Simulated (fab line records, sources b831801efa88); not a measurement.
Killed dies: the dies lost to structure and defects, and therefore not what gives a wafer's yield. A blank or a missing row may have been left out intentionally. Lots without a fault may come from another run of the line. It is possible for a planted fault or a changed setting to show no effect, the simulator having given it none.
One fault through the eyes of 2 desks | flow gf180mcu | numbers are kept per desk, each desk with only its own; the story behind them comes last

## TOOL OWNER'S DESK, pvd-sputter-03
The tool's own readings at GF_M4_SPUTTER_02 (material AlCu, target thk 450 nm, time 23.9 s): means of the sampled wafers that have a number, for each lot that ran on this tool. The brackets show how far a lot's mean lies from the usual mean; more than 4 standard deviations puts the lot out of limits, marked OUT.
Columns: A = throttle-valve-pct at GF_M4_SPUTTER_02, usual 29.8 %
lot  | first seen here | A
L622 | day 24 08:00    | 29.3
L624 | day 25 08:22    | 29.7
L631 | day 27 03:13    | 29.6
L633 | day 27 16:50    | 29.6
L634 | day 28 03:33    | 30.6
This desk found nothing out of limits on any of the 5 lots.

## FROM THE METROLOGY DESK
Lot by lot, what the gauges showed, no matter which tool ran the lot: averages of those sampled wafers that carry a number. The brackets show how far a lot's mean lies from the usual mean; more than 4 standard deviations puts the lot out of limits, marked OUT.
Columns: A = M4_ALCU_RS at GF_M4_RS_MEAS_05, usual 0.0696 ohm/sq; B = M4_ALCU_THK at GF_M4_THK_MEAS_06, usual 451 nm; C = M4_OVL at GF_M4_OVL_MEAS_15, usual 3 nm
lot  | first seen here | A                 | B              | C
L617 | day 22 11:13    | 0.0707            | 446            | 7
L618 | day 22 14:06    | 0.0693            | 452            | 8
L619 | day 22 20:37    | 0.0684            | 458            | 5
L621 | day 23 23:21    | 0.0693            | 455            | 4
L622 | day 24 08:07    | 0.0686            | 461            | 4
L623 | day 24 12:01    | 0.0702            | 443            | 8
L624 | day 25 08:29    | 0.0700            | 451            | -5
L625 | day 25 08:39    | 0.0693            | 456            | -1
L626 | day 25 16:13    | 0.0696            | 453            | 3
L631 | day 27 03:19    | 0.0767 (+7.7) OUT | 410 (-5.4) OUT | 12
L633 | day 27 16:56    | 0.0783 (+9.4) OUT | 403 (-6.4) OUT | -2
L634 | day 28 03:38    | 0.0781 (+9.1) OUT | 402 (-6.5) OUT | 6
L637 | day 29 08:01    | 0.0689            | 453            | 1
L638 | day 29 13:00    | 0.0706            | 443            | 7
L640 | day 29 19:55    | 0.0684            | 462            | 1
This desk finds L631, L633, L634 out of limits, with the earliest case on L631 at day 27 03:19 (M4_ALCU_RS at GF_M4_RS_MEAS_05). Within limits: L617, L618, L619, L621, L622, L623, L624, L625, L626, L637, L638, L640.

## PUT TOGETHER
An alarm was possible from the metrology desk at day 27 03:19, on L631, L633, L634.
The tool owner's desk saw nothing out of limits.
On record at the tool owner's desk: L631, L633, L634, within its limits.
Every lot named ran GF_M4_SPUTTER_02 on pvd-sputter-03.

## WHAT WAS PUT IN BY THE SIMULATOR
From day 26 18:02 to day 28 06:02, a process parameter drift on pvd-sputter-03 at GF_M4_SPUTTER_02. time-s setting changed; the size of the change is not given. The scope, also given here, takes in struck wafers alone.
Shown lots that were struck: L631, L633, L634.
Per desk, hours elapsed from the start of the fault to the first reading out of limits: for the metrology desk, 9.
